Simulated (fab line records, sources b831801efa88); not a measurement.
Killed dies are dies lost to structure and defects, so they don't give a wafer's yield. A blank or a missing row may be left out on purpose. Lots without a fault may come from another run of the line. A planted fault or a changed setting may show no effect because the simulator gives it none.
Chamber matching | flow sky130 | SKY_PASSIVATION_CVD_02 on pecvd-02: 3 sister chambers
The step deposits Si3N4, target thk 540 nm. 6 wafers are shown with their chamber, then 8 later ones without.

WAFERS WITH THEIR CHAMBER
wafer  | chamber | heater_power_w (W)
L078.6 | 2       | 624
L080.3 | 2       | 641
L080.6 | 0       | 651
L082.2 | 0       | 577
L082.4 | 1       | 666
L085.3 | 1       | 706

WAFERS WITHOUT THEIR CHAMBER
wafer  | heater_power_w (W)
L085.4 | 554
L085.6 | 730
L090.1 | 714
L090.5 | 582
L090.6 | 678
L092.1 | 619
L092.3 | 759
L092.4 | 568

WHICH CHAMBER EACH WENT THROUGH
wafer  | from the rows above          | in truth
L085.4 | can't be placed: 0 or 2      | 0
L085.6 | can't be placed: 1 or 2      | 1
L090.1 | can't be placed: 1 or 2      | 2
L090.5 | can't be placed: 0 or 2      | 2
L090.6 | can't be placed: 1 or 2 or 0 | 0
L092.1 | can't be placed: 0 or 2 or 1 | 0
L092.3 | can't be placed: 1 or 2      | 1
L092.4 | can't be placed: 0 or 2      | 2
Placed correctly: 0 of 8. Can't be placed from these rows: 8 (the true chamber is among the candidates in 8). Placed wrongly: 0.
How it was worked out, from the rows above alone: a wafer's distance from a chamber is the root of the sum, over the readings, of the square of ((its reading less the chamber's mean) divided by the reading's scatter). The wafer belongs to the nearest chamber; if the next one is less than 2 further off, it can't be placed. A chamber's mean is the mean of its shown wafers. The scatter: the root of (the sum of the squares of (reading less its chamber's mean) over the shown wafers, divided by (wafers less chambers)).
